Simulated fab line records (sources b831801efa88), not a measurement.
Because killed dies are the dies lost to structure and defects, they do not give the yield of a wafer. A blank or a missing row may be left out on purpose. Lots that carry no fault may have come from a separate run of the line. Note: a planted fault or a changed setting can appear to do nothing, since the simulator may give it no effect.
Split-lot study + flow sfq_line + 5 lots, 27 wafers read, on a route of 325 steps

THE SPLIT
At SFQ_TRILAYER_C5_BARC_OPEN_VIA_ETCH_210 (etches BARC in O2, target depth 125 nm, time 41.7 s), the setting time_s was moved away from the recipe's 41.7 s on 9 of the 27 wafers read, by +15.3% to +56.0%. For the rest of the wafers, this setting stayed at what the recipe calls for.

The split's own step is where the reading is taken.

THE READING
oes_product_au, in a.u., at SFQ_TRILAYER_C5_BARC_OPEN_VIA_ETCH_210 (etches BARC in O2, target depth 125 nm, time 41.7 s). A value of 0.685 a.u. with a standard deviation of 0.0047 a.u. is what fault-free wafers of this fab line usually give.

| wafer  | tool, chamber at the split | time_s as run, s | against the recipe | oes_product_au, a.u. | against lot-mates on the recipe |
|--------|----------------------------|------------------|--------------------|----------------------|---------------------------------|
| L074.1 | rie_diel-02, 0             | 41.7             | recipe             | 0.676                | -                               |
| L074.2 | rie_diel-02, 1             | 41.7             | recipe             | 0.687                | -                               |
| L074.3 | rie_diel-02, 3             | 41.7             | recipe             | 0.687                | -                               |
| L074.4 | rie_diel-02, 2             | 41.7             | recipe             | 0.683                | -                               |
| L074.5 | rie_diel-02, 1             | 41.7             | recipe             | 0.687                | -                               |
| L074.6 | rie_diel-02, 0             | 41.7             | recipe             | 0.682                | -                               |
| L075.1 | rie_diel-02, 0             | 48.09            | +15.3%             | 0.676                | -0.008                          |
| L075.2 | rie_diel-02, 1             | 48.09            | +15.3%             | 0.672                | -0.012                          |
| L075.3 | rie_diel-02, 2             | 41.7             | recipe             | 0.688                | -                               |
| L075.4 | rie_diel-02, 0             | 41.7             | recipe             | 0.678                | -                               |
| L075.5 | rie_diel-02, 2             | 41.7             | recipe             | 0.687                | -                               |
| L075.6 | rie_diel-02, 1             | 48.09            | +15.3%             | 0.671                | -0.013                          |
| L081.3 | rie_diel-02, 0             | 41.7             | recipe             | 0.679                | -                               |
| L081.4 | rie_diel-02, 3             | 41.7             | recipe             | 0.685                | -                               |
| L081.5 | rie_diel-02, 0             | 41.7             | recipe             | 0.683                | -                               |
| L083.1 | rie_diel-01, 3             | 65.06            | +56.0%             | 0.637                | -0.051                          |
| L083.2 | rie_diel-01, 1             | 41.7             | recipe             | 0.689                | -                               |
| L083.3 | rie_diel-01, 2             | 65.06            | +56.0%             | 0.638                | -0.050                          |
| L083.4 | rie_diel-01, 0             | 41.7             | recipe             | 0.684                | -                               |
| L083.5 | rie_diel-01, 1             | 65.06            | +56.0%             | 0.640                | -0.048                          |
| L083.6 | rie_diel-01, 2             | 41.7             | recipe             | 0.691                | -                               |
| L084.1 | rie_diel-04, 3             | 41.7             | recipe             | 0.678                | -                               |
| L084.2 | rie_diel-04, 0             | 58.21            | +39.6%             | 0.645                | -0.035                          |
| L084.3 | rie_diel-04, 1             | 41.7             | recipe             | 0.682                | -                               |
| L084.4 | rie_diel-04, 2             | 58.21            | +39.6%             | 0.647                | -0.033                          |
| L084.5 | rie_diel-04, 0             | 58.21            | +39.6%             | 0.637                | -0.043                          |
| L084.6 | rie_diel-04, 1             | 41.7             | recipe             | 0.681                | -                               |

THE FIT
A straight line over all 27 wafers: oes_product_au changes by -0.000875 a.u. for each +1% of time_s; r = -0.97; the points scatter about the line by 0.0047 a.u.
The same after taking each lot's own level away (the mean of its wafers on the recipe; 27 wafers): -0.000902 a.u. for each +1%; r = -0.98; scatter 0.0035 a.u.
Per that fit: largest time_s move, reading shift of 0.051 a.u.
The span of the lots' own levels, 0.6803 to 0.6880 a.u., comes to 1.6 times the standard deviation stated above.
So the lot-to-lot level changes the slope little: the two slopes agree.
Check: with one of the wafers moved furthest among these (+56.0%) left out of the fit, the line predicts -0.0501 a.u. for it against its lot-mates. It came out at -0.051 a.u. against them.
Tool readings at the split's step, against how far the setting was moved: oes_product_au r = -0.97.

FURTHER SPLITS ON THESE WAFERS
Note: prior to the reading, these wafers also went through further splits. Each is held against what the fit with the lots' levels taken away leaves over:
| other split on the same wafers         | wafers away from the commonest value | r with oes_product_au (lot level and that fit taken away) |
|----------------------------------------|--------------------------------------|-----------------------------------------------------------|
| SFQ_TRILAYER_R5_DEP_SPUTTER_133 time_s | 12                                   | +0.16                                                     |

THE WHOLE CHAIN: every reading that the file lists as answering this split, in the file's order
| step                                   | what it does                                        | reading                                                                                   | change (the file's fit)                  | r (the file's) |
|----------------------------------------|-----------------------------------------------------|-------------------------------------------------------------------------------------------|------------------------------------------|----------------|
| SFQ_TRILAYER_C5_BARC_OPEN_VIA_ETCH_210 | etches BARC in O2, target depth 125 nm, time 41.7 s | oes_product_au                                                                            | -0.0009 a.u. for each +1% of the setting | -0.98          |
| SFQ_TRILAYER_C5_BARC_OPEN_VIA_ETCH_210 | etches BARC in O2, target depth 125 nm, time 41.7 s | KrF_of_TRILAYER_C5_LITHO_COAT_151.thk_nm (the simulator's own value, which no gauge read) | -0.474 nm for each +1% of the setting    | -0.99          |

THE FILE'S OWN FIT
oes_product_au changes by -0.0009 a.u. for each +1% of time_s, r = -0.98.
